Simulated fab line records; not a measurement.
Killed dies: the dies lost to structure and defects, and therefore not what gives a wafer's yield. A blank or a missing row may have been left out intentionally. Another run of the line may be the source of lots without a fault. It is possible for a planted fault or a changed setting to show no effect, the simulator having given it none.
fab line records    flow gf180mcu
record lots=5  wafers=15  lastDay=33
route steps=602 shown STI@8
lots untouched by any fault: they come from a run of this same line in which no faults occurred
startH: start of the lot's first displayed wafer, in hours after the record's first day    waitH: hours since the lot's step before    " the same as in the row above    L1.1+2: a row that stands for several wafers    - no value present, or no start provided    * or withheld: withheld    < > ~ a bound
route shown NAME@n: names a module that has steps shown in the file, with the first one's number in the route    usual: mean/standard deviation of fault-free wafers    same: alike in all rows    chamber/n: place in a boat    sites: per-site readings    _std_site: the standard deviation of these    _edge_site: mean of outer sites minus mean of inner sites    radiusMm: for every site, how far away it sits from the centre of the wafer    mask NAME#n: copy n    behind: the most recent tool/chamber to have shaped the wafer    hold: what put the lot on hold/how long, in hours/how the hold closed    device: names the non-switching transistor (n, p or np)    end of line: tests run on the same wafers once the route is complete    a step given without rows: its recipe and nothing more    killed: dies that structure and defects cost at the first sort, which is not the same as the wafer's yield    map: a wafer's dies, x killed, . not, _ none there
set.NAME: setting as actually run; set.NAME@STEP: the setting as run at that earlier step    model.NAME: the simulator's own value behind a step, which no gauge read
a table for each step, a row for each wafer; lots at some steps of the route
services: a tool's chamber out of use, with start hour (startH, from the record's first day; less than 0 if before it), hours out, and reason
## steps
# step GF_STI_COAT_07
# recipe resist=KrF  spinRpm=withheld  resistThkNm=700
# usual dispensePressureKPa=50.2/1.2  exhaustPa=45.1/0.84  resistLineTempC=22.99/0.11
lot.wafer  tool           chamber  startH  waitH  dispensePressureKPa  exhaustPa  resistLineTempC
L080.1     lithoTrack-01  0        49.74   0.1    52.5                 45.5       23.05
L080.2     "              0        "       "      52.5                 45.8       22.98
L080.4     "              0        "       "      52.5                 45.3       23.05
L085.1     lithoTrack-03  0        74.16   0.1    49.7                 44.2       23.01
L085.4     "              0        "       "      49.7                 43.9       23.05
L085.6     "              0        "       "      49.7                 44.3       23.19
L088.2     lithoTrack-01  0        90.66   0.1    52.4                 46.0       22.91
L088.4     "              0        "       "      52.5                 44.8       22.97
L088.6     "              0        "       "      52.5                 45.5       23.02
L089.1     lithoTrack-03  0        96.01   0.1    49.6                 45.3       22.97
L089.3     "              0        "       "      49.6                 46.4       22.94
L089.4     "              0        "       "      49.6                 45.3       23.01
L091.2     lithoTrack-03  0        107.03  0.1    49.6                 45.5       22.79
L091.3     "              0        "       "      49.7                 45.1       22.87
L091.6     "              0        "       "      49.6                 45.1       22.92
# step GF_STI_SOFTBAKE_08
# recipe tempC=130  timeS=60  resist=KrF
# usual exhaustPa=44.8/0.88  resistLineTempC=23.00/0.1
lot.wafer  tool           chamber  startH  waitH  exhaustPa  resistLineTempC
L080.1     lithoTrack-01  0        49.89   0.1    43.3       23.00
L080.2     "              0        "       "      43.9       23.14
L080.4     "              0        "       "      45.2       23.18
L085.1     lithoTrack-03  0        74.31   0.1    46.1       22.91
L085.4     "              0        "       "      45.2       23.03
L085.6     "              0        "       "      46.5       23.03
L088.2     lithoTrack-01  0        90.81   0.1    44.9       22.96
L088.4     "              0        "       "      44.6       22.90
L088.6     "              0        "       "      44.8       22.89
L089.1     lithoTrack-03  0        96.16   0.1    46.7       23.05
L089.3     "              0        "       "      46.1       23.15
L089.4     "              0        "       "      47.0       23.06
L091.2     lithoTrack-03  0        107.18  0.1    46.6       22.98
L091.3     "              0        "       "      45.2       23.03
L091.6     "              0        "       "      46.5       23.02
# step GF_STI_EXPOSE_09
# recipe maskId=COMP  targetCdNm=220  na=0.68  sourceShape=conventional  sigmaOuter=0.6  doseMj=28
# usual stageVelMmS=500.02/0.26
lot.wafer  tool           chamber  startH  waitH  mask    stageVelMmS
L080.1     krfScanner-01  0        -       -      COMP#0  500.34
L080.2     "              0        "       "      COMP#0  500.29
L080.4     "              0        "       "      COMP#0  500.15
L085.1     krfScanner-01  0        -       -      COMP#0  500.08
L085.4     "              0        "       "      COMP#0  499.88
L085.6     "              0        "       "      COMP#0  499.93
L088.2     krfScanner-01  0        -       -      COMP#0  500.41
L088.4     "              0        "       "      COMP#0  500.11
L088.6     "              0        "       "      COMP#0  500.10
L089.1     krfScanner-02  0        -       -      COMP#0  500.61
L089.3     "              0        "       "      COMP#0  500.45
L089.4     "              0        "       "      COMP#0  500.28
L091.2     krfScanner-02  0        -       -      COMP#0  499.68
L091.3     "              0        "       "      COMP#0  499.58
L091.6     "              0        "       "      COMP#0  499.49
# step GF_STI_PEB_10
# recipe pebTempC=135  pebTimeS=90  resist=KrF
# usual exhaustPa=45.0/0.8  resistLineTempC=23.01/0.11
lot.wafer  tool           chamber  startH  waitH  exhaustPa  resistLineTempC
L080.1     lithoTrack-02  0        -       -      46.6       23.06
L080.2     "              0        "       "      46.0       23.09
L080.4     "              0        "       "      45.0       23.03
L085.1     lithoTrack-03  0        -       -      45.5       23.08
L085.4     "              0        "       "      44.9       23.24
L085.6     "              0        "       "      45.1       23.13
L088.2     lithoTrack-02  0        -       -      44.6       23.14
L088.4     "              0        "       "      45.0       23.07
L088.6     "              0        "       "      44.6       22.95
L089.1     lithoTrack-01  0        -       -      45.1       22.94
L089.3     "              0        "       "      43.3       22.92
L089.4     "              0        "       "      43.8       23.07
L091.2     lithoTrack-03  0        -       -      46.4       22.86
L091.3     "              0        "       "      45.2       23.04
L091.6     "              0        "       "      45.5       22.88
# step GF_STI_DEVELOP_11
# recipe developTimeS=60  devTempC=21
# usual exhaustPa=44.8/0.94  resistLineTempC=22.96/0.098
lot.wafer  tool           chamber  startH  waitH  exhaustPa  resistLineTempC
L080.1     lithoTrack-02  0        56.19   0.2    44.5       23.07
L080.2     "              0        "       "      45.0       22.87
L080.4     "              0        "       "      44.6       22.92
L085.1     lithoTrack-03  0        81.21   0.2    45.5       23.03
L085.4     "              0        "       "      46.4       23.12
L085.6     "              0        "       "      45.4       23.12
L088.2     lithoTrack-02  0        98.41   0.2    44.6       22.85
L088.4     "              0        "       "      44.1       22.86
L088.6     "              0        "       "      43.3       22.87
L089.1     lithoTrack-01  0        103.04  0.2    46.5       23.09
L089.3     "              0        "       "      46.0       23.09
L089.4     "              0        "       "      44.4       23.13
L091.2     lithoTrack-03  0        114.38  0.2    45.1       22.98
L091.3     "              0        "       "      45.1       22.96
L091.6     "              0        "       "      44.8       22.92
# step GF_STI_CD_MEAS_12
# recipe targetCdNm=220
# usual cdNm=219.7/1.3
lot.wafer  tool      chamber  startH  waitH  cdNm
L080.1     cdSem-01  -        56.34   0.1    219.2
L080.2     "         -        "       "      219.2
L080.4     "         -        "       "      218.2
L085.1     cdSem-01  -        81.36   0.1    222.1
L085.4     "         -        "       "      221.7
L085.6     "         -        "       "      221.4
L088.2     cdSem-02  -        98.55   0.1    220.0
L088.4     "         -        "       "      219.4
L088.6     "         -        "       "      219.9
L089.1     cdSem-01  -        103.19  0.1    219.7
L089.3     "         -        "       "      219.2
L089.4     "         -        "       "      220.6
L091.2     cdSem-01  -        114.53  0.1    219.0
L091.3     "         -        "       "      218.5
L091.6     "         -        "       "      219.6
# step GF_STI_ETCH_13
# recipe chemistry=CHF3/O2  stopOn=Si  overEtchFrac=0.318  targetDepthA=2823.1  sourceW=600  biasW=200  pressureMtorr=40  chf3FlowSccm=50  O2_flow_sccm=5  timeS=112.9
# usual drypumpMotorCurrentA=5.5/0.43  oesProductAu=0.829/0.0066  throttleValvePct=8.808/0.0099
lot.wafer  tool        chamber  startH  waitH  drypumpMotorCurrentA  oesProductAu  rfHoursCounterH  throttleValvePct
L080.1     rieDiel-02  1        56.46   0.1    5.9                   0.825         71               8.795
L080.2     "           2        "       "      5.5                   0.832         3                8.796
L080.4     "           0        "       "      4.9                   0.831         39               8.805
L085.1     rieDiel-01  1        81.48   0.1    4.9                   0.817         94               8.793
L085.4     "           1        "       "      4.9                   0.823         -                8.801
L085.6     "           0        "       "      6.0                   0.814         -                8.808
L088.2     rieDiel-02  0        98.65   0.1    4.9                   0.815         40               8.796
L088.4     "           3        "       "      5.3                   0.806         27               8.805
L088.6     "           2        "       "      5.5                   0.820         -                8.813
L089.1     rieDiel-03  3        103.31  0.1    5.9                   0.838         5                8.797
L089.3     "           1        "       "      6.3                   0.837         1                8.832
L089.4     "           3        "       "      5.9                   0.828         -                8.815
L091.2     rieDiel-02  3        114.63  0.1    5.3                   0.830         28               8.812
L091.3     "           1        "       "      6.0                   0.826         73               8.803
L091.6     "           1        "       "      6.0                   0.824         -                8.804
# step GF_STI_ETCH_14
# recipe target=Si  chemistry=HBr/Cl2/O2  targetDepthNm=360  icpW=600  biasW=150  pressureMtorr=15  HBr_flow_sccm=150  Cl2_flow_sccm=40  O2_flow_sccm=6  timeS=102.9
# usual HBr_flow_sccm=150.0/0.48  drypumpMotorCurrentA=5.6/0.34  heBacksideLeakSccm=2.87/0.2  mfcCl2Sccm=40.00/0.13  oesProductAu=1.001/0.01  throttleValvePct=25.656/0.012
lot.wafer  tool      chamber  startH  waitH  HBr_flow_sccm  drypumpMotorCurrentA  heBacksideLeakSccm  mfcCl2Sccm  oesProductAu  rfHoursCounterH  throttleValvePct
L080.1     rieSi-02  2        56.53   0.0    149.4          5.5                   2.93                40.02       0.991         100              25.663
L080.2     "         3        "       "      150.1          5.5                   2.91                39.99       0.993         3                25.675
L080.4     "         1        "       "      150.2          5.2                   2.41                39.98       1.008         2                25.654
L085.1     rieSi-02  1        81.56   0.0    150.3          5.2                   2.86                40.11       1.024         2                25.637
L085.4     "         2        "       "      150.4          5.5                   2.87                40.13       1.005         100              25.658
L085.6     "         1        "       "      150.4          5.2                   2.90                40.08       1.020         -                25.650
L088.2     rieSi-02  3        98.73   0.0    149.3          5.5                   2.95                40.00       0.983         4                25.680
L088.4     "         2        "       "      149.9          5.5                   2.97                40.07       0.987         100              25.653
L088.6     "         2        "       "      149.2          5.5                   3.09                40.00       0.993         -                25.657
L089.1     rieSi-01  0        103.39  0.0    149.5          6.2                   3.23                40.03       0.984         99               25.656
L089.3     "         2        "       "      150.2          6.2                   2.86                40.09       1.002         34               25.654
L089.4     "         1        "       "      149.4          5.4                   2.71                39.70       1.013         1                25.665
L091.2     rieSi-01  3        114.70  0.0    149.9          5.8                   3.07                40.09       0.991         85               25.670
L091.3     "         0        "       "      150.0          6.2                   3.12                40.04       0.988         99               25.647
L091.6     "         0        "       "      150.2          6.2                   2.92                40.03       0.982         -                25.660
# step GF_STI_STRIP_15
# recipe chemistry=O2/N2  powerW=1400  pressureMtorr=1500  platenTempC=250  o2FlowSccm=3000  n2FlowSccm=300  overashFraction=0.5
# usual drypumpMotorCurrentA=5.7/0.32  heaterPowerW=356/31  oesProductAu=0.382/0.0055  platenTempC=250.00/0.18  stripTimeToEndpointS=3.70/0.055
# same overashFraction=0.5
lot.wafer  tool            chamber  startH  waitH  drypumpMotorCurrentA  heaterPowerW  oesProductAu  platenTempC  rfHoursCounterH  stripTimeToEndpointS
L080.1     plasmaAsher-01  0        56.61   0.0    5.8                   373           0.379         249.90       42               3.65
L080.2     "               1        "       "      5.4                   332           0.390         250.20       42               3.65
L080.4     "               1        "       "      5.4                   328           0.383         249.88       -                3.58
L085.1     plasmaAsher-04  0        81.63   0.0    5.7                   378           0.380         249.86       26               3.72
L085.4     "               1        "       "      5.4                   299           0.385         250.18       -                3.73
L085.6     "               1        "       "      5.4                   300           0.387         250.20       -                3.68
L088.2     plasmaAsher-01  1        98.81   0.0    5.4                   330           0.379         250.16       45               3.66
L088.4     "               1        "       "      5.4                   332           0.379         250.29       -                3.71
L088.6     "               1        "       "      5.4                   326           0.386         250.16       -                3.67
L089.1     plasmaAsher-01  0        103.46  0.0    5.8                   363           0.387         250.30       46               3.71
L089.3     "               0        "       "      5.8                   362           0.378         250.24       -                3.68
L089.4     "               1        "       "      5.4                   328           0.379         249.82       -                3.69
L091.2     plasmaAsher-03  0        114.78  0.0    6.4                   371           0.382         250.22       43               3.74
L091.3     "               0        "       "      6.4                   385           0.384         250.14       -                3.65
L091.6     "               0        "       "      6.4                   371           0.383         249.90       -                3.65
# step GF_STI_CLEAN_16
# recipe chemistry=dHF  timeS=25  dilution=100:1
lot.wafer   tool         chamber  startH  waitH
L080.1+2+4  wetBench-04  3        56.71   0.1
L085.1+4+6  wetBench-03  1        81.73   0.1
L088.2+4+6  wetBench-02  0        98.91   0.1
L089.1+3+4  wetBench-02  1        103.56  0.1
L091.2+3+6  wetBench-02  3        114.88  0.1
## services
tool            chamber  startH  hours  kind
rieSi-02        1        27.50   3.6    repair
krfScanner-02   -        30.96   0.7    repair
krfScanner-01   -        31.65   1.0    pm
rieDiel-03      1        52.53   -      clean
rieDiel-03      1        52.53   37.8   scheduledDown
rieDiel-03      1        52.53   37.8   ventCycle
krfScanner-02   0        54.86   -      calibration
rieDiel-01      -        56.02   2.8    pm
rieSi-02        1        64.66   4.3    repair
krfScanner-02   -        74.68   1.3    pm
krfScanner-02   -        75.98   1.0    pm
rieDiel-01      3        76.32   7.3    repair
krfScanner-01   -        76.98   4.4    pm
rieDiel-02      3        77.17   13.6   repair
plasmaAsher-01  -        78.97   13.8   pm
krfScanner-01   -        89.31   0.8    pm
rieDiel-03      2        90.31   -      clean
rieDiel-03      2        90.31   18.4   scheduledDown
rieDiel-03      2        90.31   18.4   ventCycle
plasmaAsher-04  -        99.81   8.4    repair
rieDiel-01      2        105.44  3.4    repair
krfScanner-02   -        105.74  0.8    pm
rieDiel-01      2        108.84  -      clean
rieDiel-01      2        108.84  17.6   scheduledDown
## key
fault none
